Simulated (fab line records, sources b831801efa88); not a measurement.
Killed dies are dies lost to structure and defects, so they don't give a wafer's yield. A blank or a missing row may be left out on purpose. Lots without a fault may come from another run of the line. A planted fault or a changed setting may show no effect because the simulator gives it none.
A struck lot beside a sound one | flow gf180mcu | 16 steps out of a route of 602
Sound: wafers L128.1, L128.5, L128.6. Struck: wafer L140.4. (L140.3 of the same lot was not struck and is left out.) The cause comes at the end.
At each step with rows: each side's tool, then ch and its chambers, then its first start. Under that, the readings that differ: sound wafers | struck wafers | difference of the means | sigmas: that difference in standard deviations of wafers without a fault.
alike: readings whose means differ by less than 2 such deviations, and words and numbers that are the same on both sides. not compared: withheld readings, readings that some wafer has no value for, bounds like >300 that may hide the same value, and numbers for which the record gives no deviation and whose values overlap.
The two part at a step that has a row with sigmas, a row that says differs or no value, or rows on one side only. Numbers that don't overlap but have no deviation are shown without sigmas and don't part them. A reading that every wafer of one side lacks parts them only if that side has two wafers or more.

first, 4 steps without rows for these wafers: GF_M4_SOFTBAKE_10 (time 60 s); GF_M4_EXPOSE_11 (exposes mask Metal4, target cd 280 nm); GF_M4_PEB_12 (peb time 90 s); GF_M4_DEVELOP_13 (develop time 60 s).
GF_M4_CD_MEAS_14: target cd 280 nm.
  sound on cd_sem-02, day 26 18:42; struck on cd_sem-02, day 29 09:53
  alike: cd_nm
GF_M4_OVL_MEAS_15:
  sound on overlay-02, day 26 18:49; struck on overlay-01, day 29 09:59
  alike: M4_OVL
GF_M4_METAL_ETCH_16: etches the open film in Cl2/BCl3, stops on SiO2, target depth 750.8 nm, time 125.1 s.
  sound on rie_metal-01 ch 0,1, day 26 18:51; struck on rie_metal-03 ch 0, day 29 10:03
  reading                     | sound                | struck | difference | sigmas
  drypump_motor_current_A (A) | 4.7 4.7 6.1          | 6.1    | +0.9       | +2
  throttle_valve_pct (%)      | 28.224 28.245 28.214 | 28.251 | +0.023     | +2
  alike: oes_product_au
  not compared: rf_hours_counter_h
GF_M4_STRIP_17: strips in O2/N2.
  sound on plasma_asher-03 ch 0,1, day 26 18:59; struck on plasma_asher-03 ch 0, day 29 10:10
  reading               | sound             | struck | difference | sigmas
  oes_product_au (a.u.) | 0.543 0.533 0.536 | 0.547  | +0.010     | +2
  alike: drypump_motor_current_A, heater_power_w, platen_temp_c, strip_time_to_endpoint_s
  not compared: rf_hours_counter_h
then, 3 steps without rows for these wafers: GF_M4_STRIP_18 (strips in post etch residue remover, time 1200 s); GF_M4_CLEAN_19 (cleans in DIW); GF_V4_CVD_00 (deposits SiO2, target thk 600 nm, time 100 s).
GF_V4_THK_MEAS_01:
  sound on film_metro-04, day 26 19:36; struck on film_metro-03, day 29 10:48
  alike: V4_CVD_00_THK
GF_V4_CVD_02: deposits SiO2 from TEOS, target thk 850 nm, time 94.851 s.
  sound on pecvd-03 ch 0,1, day 26 19:40; struck on pecvd-02 ch 1, day 29 10:50
  reading                             | sound             | struck | difference | sigmas
  heater_power_w (W)                  | 628 626 504       | 846    | +260       | +3
  model.SiO2_of_V4_CVD_02.thk_nm (nm) | 843.5 846.8 858.6 | 710.7  | -138.9     |
GF_V4_THK_MEAS_03:
  sound on film_metro-02, day 26 19:44; struck on film_metro-04, day 29 10:56
  reading            | sound       | struck | difference | sigmas
  V4_CVD_02_THK (nm) | 844 847 859 | 710    | -140       | -13
GF_V4_CMP_04: polishes SiO2.
  sound on cmp-01 ch 2,3, day 26 19:47; struck on cmp-01 ch 0, day 29 11:27
  reading                | sound    | struck | difference | sigmas
  time_to_endpoint_s (s) | 74 72 80 | 27     | -48        | -9
  alike: head_pressure_psi, motor_current_A
GF_V4_BOW_MEAS_05:
  sound on film_metro-02, day 26 20:05; struck on film_metro-03, day 29 11:44
  alike: V4_BOW

WHERE THEY PART
First at GF_M4_METAL_ETCH_16; last, within this record, at GF_V4_CMP_04. Later steps at which nothing parts them and some readings are alike: GF_V4_BOW_MEAS_05.

WHY: what the simulator had put in
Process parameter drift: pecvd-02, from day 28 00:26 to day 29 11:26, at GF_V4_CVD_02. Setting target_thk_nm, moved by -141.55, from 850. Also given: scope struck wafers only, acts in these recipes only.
